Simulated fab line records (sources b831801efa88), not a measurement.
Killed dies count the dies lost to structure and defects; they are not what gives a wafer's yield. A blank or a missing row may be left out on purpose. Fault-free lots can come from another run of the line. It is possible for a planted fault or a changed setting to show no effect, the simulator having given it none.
Code-filled problem report in 8D (eight disciplines) form | flow sky130 | the parts of the form that need people (team, actions taken, sign-off) are left out

## 1. PROBLEM STATEMENT
Mean FIELD_ISO_CVD_24_THK at SKY_FIELD_ISO_THK_MEAS_25: 637 nm over 6 wafers in 2 lots; fault-free wafers: 598 nm, standard deviation 4.9. Relative to the usual mean, that is a shift of +8.0 standard deviations.
Seen first at day 5 10:08 on filmMetro-03, wafer L709.1. The record holds 33 wafers of 11 lots with a number at this step. By rule, "out" or "out of limits" means more than 4 standard deviations away from the usual mean. The other wafers with a number count as sound.

## 2. WHAT IT IS AND WHAT IT IS NOT
question                    | is                         | is not
which readings at this step | FIELD_ISO_CVD_24_THK       | -
which lots                  | L709, L711                 | L696, L697, L698, L700, L702, L704, L705, L712, L717
which wafers of those lots  | all that have a number     | -
read on which gauges        | filmMetro-03, filmMetro-04 | filmMetro-01
when                        | from day 5 10:08           | up to then (21 sound wafers); but 6 sound wafers of L712, L717 came after

## 3. WHAT RULES OUT EACH SUSPECT
Counting: a tool at a process step up to the reading stays a suspect if it ran every lot that is out and no sound lot after the first of them.
- the gauge at SKY_FIELD_ISO_THK_MEAS_25 is ruled out. Those wafers that are out were read across 2 gauges (filmMetro-03, filmMetro-04).
- hdpcvd-02 at SKY_FIELD_ISO_CVD_24 (deposits SiO2, target thk 595 nm, time 99.2 s): kept. It processed each lot that is out, first L709 at day 5 10:04, and no sound lot thereafter; up to then, the last sound lot it processed was L702 at day 4 05:02.
Remaining after the count: hdpcvd-02 at SKY_FIELD_ISO_CVD_24.

## 4. THE CAUSE (what the simulator had put in)
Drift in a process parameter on hdpcvd-02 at SKY_FIELD_ISO_CVD_24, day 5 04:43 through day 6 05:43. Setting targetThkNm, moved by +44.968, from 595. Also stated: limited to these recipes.
Only this tool survived the counting.

## 5. SEQUENCE OF EFFECTS, ordered by route
Rows list readings where the struck wafers' mean (over those with a number) sits beyond 3 standard deviations from the usual. Scope: only readings with a usual standard deviation given in the record; hours: median across lots of the time from each lot's start at the first step in this table that gives one to its start at this step; sigmas: change in usual standard deviations.
hours | step                      | reading              | usual  | on struck wafers | change | sigmas
0     | SKY_FIELD_ISO_THK_MEAS_25 | FIELD_ISO_CVD_24_THK | 598 nm | 637              | +39    | +8.0

## 6. WHAT WOULD HAVE CAUGHT IT SOONER
The first out-of-limits reading at a measuring or inspecting step in this record came at day 5 10:08, 5 hours after the fault's start at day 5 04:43.
An alarm limit of 4 standard deviations would not have fired on the tool readings at SKY_FIELD_ISO_CVD_24 for which the record gives a usual standard deviation, since none of them was out on any struck wafer.
Of the lots that are out (2), L711 began SKY_FIELD_ISO_CVD_24 on hdpcvd-02 after day 5 10:08. It would have been spared by a hold on the tool at that moment.
